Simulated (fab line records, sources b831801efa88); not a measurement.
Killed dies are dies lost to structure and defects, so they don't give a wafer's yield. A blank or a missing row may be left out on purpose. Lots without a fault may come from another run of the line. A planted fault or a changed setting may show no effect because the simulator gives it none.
Which tool did it? | flow gf180mcu | 12 lots, 36 wafers sampled, at 3 steps of a route of 602

WHAT THE GAUGES READ, wafer by wafer
GF_V4_CD_MEAS_14: target cd 260 nm.
lot  | measured     | on        | cd_nm (nm)
L075 | day 24 21:55 | cd_sem-01 | 262.9 261.6 261.2
L077 | day 25 20:56 | cd_sem-01 | 260.1 258.6 259.2
L079 | day 26 15:13 | cd_sem-01 | 259.7 259.6 258.8
L080 | day 27 08:25 | cd_sem-02 | 260.9 260.4 259.7
L083 | day 27 13:56 | cd_sem-02 | 262.2 261.9 261.5
L085 | day 28 08:12 | cd_sem-02 | 258.7 259.6 259.2
L087 | day 28 18:25 | cd_sem-02 | 257.3 257.5 257.8
L089 | day 29 13:19 | cd_sem-02 | 258.8 257.7 259.4
L091 | day 29 23:20 | cd_sem-02 | 260.7 259.1 259.4
L093 | day 30 10:58 | cd_sem-02 | 258.8 259.5 259.5
L095 | day 31 04:29 | cd_sem-02 | 259.9 260.1 261.2
L097 | day 31 12:52 | cd_sem-01 | 259.4 258.6 259.0

WHICH TOOL RAN EACH LOT (tool, then ch and the chambers of the sampled wafers, then the start)
lot  | GF_M2_SPUTTER_03             | GF_V3_SPUTTER_21
L075 | pvd_sputter-03, day 18 17:25 | pvd_sputter-04, day 22 22:29
L077 | pvd_sputter-02, day 19 06:37 | pvd_sputter-04, day 23 09:59
L079 | pvd_sputter-01, day 20 04:37 | pvd_sputter-03, day 24 11:01
L080 | pvd_sputter-01, day 21 05:01 | pvd_sputter-03, day 25 20:45
L083 | pvd_sputter-02, day 21 09:38 | pvd_sputter-02, day 25 22:13
L085 | pvd_sputter-03, day 22 09:48 | pvd_sputter-04, day 26 13:28
L087 | pvd_sputter-01, day 23 04:11 | pvd_sputter-02, day 27 00:46
L089 | pvd_sputter-01, day 23 18:16 | pvd_sputter-04, day 27 18:53
L091 | pvd_sputter-02, day 24 09:43 | pvd_sputter-03, day 28 08:38
L093 | pvd_sputter-02, day 25 03:38 | pvd_sputter-04, day 28 20:10
L095 | pvd_sputter-03, day 26 01:53 | pvd_sputter-03, day 29 13:43
L097 | pvd_sputter-01, day 26 10:54 | pvd_sputter-04, day 29 21:50
- GF_M2_SPUTTER_03: material Ti, target thk 10 nm, time 6.7 s.
- GF_V3_SPUTTER_21: material Ti, target thk 15 nm, time 80.02 s.

THE ANSWER, worked out from the rows above alone
Rule: what is usual is taken from the lots themselves. Put in order of their means at a reading, lots are off if they are a third of the lots or fewer, leave a main group of 4 or more, and stand apart from it by a gap of 3 or more times the standard deviation of the main group's means; of several such gaps the widest counts. A main group whose means are all the same, to the digits that the tables above print for the reading, isn't used. A lot without any number at a reading at which 4 lots or more have one is off too. The other lots that the step has rows for count as sound.
No lot is off at any reading shown: from this, nothing can be told.

WHAT THE SIMULATOR HAD PUT IN
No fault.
